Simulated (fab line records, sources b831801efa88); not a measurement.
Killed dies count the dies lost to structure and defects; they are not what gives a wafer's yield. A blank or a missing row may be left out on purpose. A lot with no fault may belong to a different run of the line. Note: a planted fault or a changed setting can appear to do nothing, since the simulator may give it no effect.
Problem report, 8D (eight disciplines) form, completed by code :: flow sky130 :: the parts of the form that need people (team, actions taken, sign-off) are left out

== 1. WHAT IS WRONG ==
Wafers without a fault read 3000.0 rpm, standard deviation 1.7; spin speed rpm at SKY_VT_ADJUST_HVTR_COAT_02 reads a mean of 3113.0 rpm on 6 wafers belonging to 2 lots. That is +66 standard deviations from the usual mean.
The step: resist thk 1140 nm.
First seen on wafer L409.3, day 13 15:02, on litho track-01. At this step, 36 wafers from 12 lots have a number in the record. The rule behind "out" and "out of limits": a value lying over 4 standard deviations away from the usual mean. Any other wafer with a number is counted as sound.

== 2. WHAT THIS IS AND IS NOT ==
question: which readings at this step
is: spin speed rpm
is not: -

question: which lots
is: L409, L413
is not: L394, L396, L398, L399, L400, L403, L404, L408, L411, L417

question: which wafers of those lots
is: all that have a number
is not: -

question: read on which tools
is: litho track-01
is not: litho track-03, litho track-04

question: when
is: from day 13 15:02
is not: up to then (24 sound wafers); but 6 sound wafers of L411, L417 came after

== 3. THE SUSPECTS, EACH WITH WHAT RULES IT OUT ==
Counting: any tool at a process step up to the reading is kept as a suspect provided that every lot that is out went through it and no sound lot did after the first of them.
- plasma asher-04 at SKY_NWELL_STRIP_25 (strips in O2/N2): ruled out as a lasting fault. Following L409 (day 9 03:29), the first lot on it that is out, the sound lots L411 were run on it.
- litho track-01 at SKY_VT_ADJUST_HVTR_COAT_02 (resist thk 1140 nm): kept. It processed each lot that is out, first L409 at day 13 15:02, and no sound lot thereafter; up to then, the last sound lot it processed was L403 at day 12 01:52. Out on those wafers are its own readings of spin speed rpm.
The count leaves litho track-01 at SKY_VT_ADJUST_HVTR_COAT_02.

== 4. THE CAUSE (what the simulator had put in) ==
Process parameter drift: litho track-01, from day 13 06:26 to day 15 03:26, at SKY_VT_ADJUST_HVTR_COAT_02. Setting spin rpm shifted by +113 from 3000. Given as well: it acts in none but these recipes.
Counting left only this tool.

== 5. THE CHAIN OF EFFECTS, in route order ==
Each row: a reading whose mean over the struck wafers that have a number lies more than 3 standard deviations from the usual. Only readings whose record carries a usual standard deviation are examined. hours: median over the lots of the time between each lot's start at the first step of this table that gives one and its start at this step. sigmas: the change, counted in usual standard deviations.
hours: 0
step: SKY_VT_ADJUST_HVTR_COAT_02
reading: spin speed rpm
usual: 3000.0 rpm
on struck wafers: 3113.0
change: +113.0
sigmas: +66

hours: 14
step: SKY_VT_ADJUST_HVTR_STRIP_10
reading: strip time to endpoint s
usual: 14.18 s
on struck wafers: 13.91
change: -0.27
sigmas: -8.0
Its process steps:
- SKY_VT_ADJUST_HVTR_COAT_02: resist thk 1140 nm.
- SKY_VT_ADJUST_HVTR_STRIP_10: strips in O2/N2.
Later steps that measure or inspect, where all struck wafers having a row at the step show a number for every such reading and not one has moved that far: SKY_POLY_CUT_CD_MEAS_08.

== 6. HOW IT WOULD HAVE BEEN CAUGHT EARLIER ==
The fault began at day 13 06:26; the first out-of-limits reading in this record came at day 13 15:02, 9 hours later.
